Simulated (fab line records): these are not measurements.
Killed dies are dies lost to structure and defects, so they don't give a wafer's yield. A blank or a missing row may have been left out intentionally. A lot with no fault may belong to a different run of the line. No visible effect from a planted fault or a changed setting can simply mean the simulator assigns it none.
Comparing a struck lot with a sound one / flow sky130 / 34 steps out of a route of 708
Sound: the wafers L859.1, L859.4, L859.6. Wafers struck: L871.1, L871.4, L871.6. At the end, the cause is stated.
Each step with rows lists, per side, the tool, then ch with its chambers, then its first start. Under that, the readings that differ: sound wafers / struck wafers / difference of the means / sigmas: that difference in standard deviations of wafers without a fault.
alike: a reading whose means differ by less than 2 such deviations, as well as words and numbers matching on both sides. not compared: withheld readings; readings where some wafer has no value; bounds like >300 that might hide an equal value; numbers whose values overlap and for which the record gives no deviation.
Wherever a step has rows on one side only, a row that says differs or no value, or a row with sigmas, the two part there. Non-overlapping numbers with no deviation appear without sigmas and do not part them. A reading missing from all wafers of one side parts the sides only when that side holds two or more wafers.

first, 10 steps without rows for these wafers: SKY_LI_CONTACT_DEHYDRATE_04 (time 60 s); SKY_LI_CONTACT_HMDS_05 (prime time 60 s); SKY_LI_CONTACT_COAT_06 (resist thk 60 nm); SKY_LI_CONTACT_COAT_07 (resist thk 450 nm); SKY_LI_CONTACT_SOFTBAKE_08 (time 90 s); SKY_LI_CONTACT_EXPOSE_09 (exposes mask LICM1, target cd 170 nm); SKY_LI_CONTACT_PEB_10; SKY_LI_CONTACT_DEVELOP_11 (develop time 60 s); SKY_LI_CONTACT_ETCH_14 (etches BARC in N2/H2, stops on SiO2, time 45.9 s, target depth 60 nm); SKY_LI_CONTACT_ETCH_15 (etches PSG in C4F8/O2/Ar, stops on Si, target depth 600 nm).
SKY_LI_CONTACT_STRIP_16: strips in O2/N2.
  sound on plasmaAsher-04 ch 0,1, day 30 18:11; struck on plasmaAsher-03 ch 0,1, day 34 03:11
  alike: drypumpMotorCurrentA, oesProductAu, stripTimeToEndpointS
  not compared: rfHoursCounterH
then, 22 steps without rows for these wafers: SKY_LI_CONTACT_CLEAN_17 (cleans in NMP, time 600 s); SKY_LI_CONTACT_PRE_CLEAN_18 (time 5.6 s); SKY_LI_CONTACT_SPUTTER_19 (material Ti, target thk 20 nm, time 106.37 s); SKY_LI_CONTACT_SPUTTER_20 (material TiN, target thk 20 nm, time 80 s); SKY_LI_CONTACT_CVD_21 (deposits W, target thk 400 nm, time 120.56 s); SKY_LI_CONTACT_CMP_24 (polishes, stops on PSG, t overpolish 20 s, target thk 0 nm); SKY_LOCAL_INTERCONNECT_SPUTTER_00 (material TiN, target thk 100 nm, time 83.3 s); SKY_LOCAL_INTERCONNECT_DEHYDRATE_03 (time 60 s); SKY_LOCAL_INTERCONNECT_HMDS_04 (prime time 60 s); SKY_LOCAL_INTERCONNECT_COAT_05 (resist thk 60 nm); SKY_LOCAL_INTERCONNECT_COAT_06 (resist thk 450 nm); SKY_LOCAL_INTERCONNECT_SOFTBAKE_07 (time 90 s); SKY_LOCAL_INTERCONNECT_EXPOSE_08 (exposes mask LI1M, target cd 170 nm); SKY_LOCAL_INTERCONNECT_PEB_09; SKY_LOCAL_INTERCONNECT_DEVELOP_10 (develop time 60 s); SKY_LOCAL_INTERCONNECT_ETCH_13 (etches BARC in N2/H2, stops on SiO2, time 45.9 s, target depth 60 nm); SKY_LOCAL_INTERCONNECT_METAL_ETCH_14 (etches TiN in Cl2/BCl3, stops on PSG, target depth 110 nm, time 31.4 s); SKY_LOCAL_INTERCONNECT_STRIP_15 (strips in O2/N2); SKY_LOCAL_INTERCONNECT_STRIP_16 (strips in post etch residue remover, time 1200 s); SKY_LOCAL_INTERCONNECT_CLEAN_17 (cleans in IPA, time 180 s); SKY_LOCAL_INTERCONNECT_CLEAN_18 (cleans in O3/DIW); SKY_CONTACT_CVD_00 (deposits Si3N4, target thk 75 nm).
-- the record jumps here: 15 days lie between the struck wafers' starts before and after (it left off in module CONTACT and takes up again in module PAD_OPEN, whose first step shown is number 708 of the route) --
SKY_PAD_OPEN_PROBE_99:
  struck on prober-02, day 49 11:19; sound on prober-01, day 47 03:35
reading=hold; sound=- - -; struck=awaitDispo/1.9h/release awaitDispo/1.9h/release awaitDispo/1.9h/release; difference=no value on the sound wafers; sigmas=
reading=killedAtContacts; sound=21 22 16; struck=43 43 75; difference=+34; sigmas=+6
reading=killedDies; sound=76 84 80; struck=120 111 127; difference=+39; sigmas=+4
  alike: killed_at_M0_to_M3, killed_at_M4_up, killedAtFrontEnd, killedAtOther, killedOpen, killedShort

WHERE THEY PART
At SKY_PAD_OPEN_PROBE_99 and nowhere else, as far as this record goes.

WHY: the cause the simulator had injected
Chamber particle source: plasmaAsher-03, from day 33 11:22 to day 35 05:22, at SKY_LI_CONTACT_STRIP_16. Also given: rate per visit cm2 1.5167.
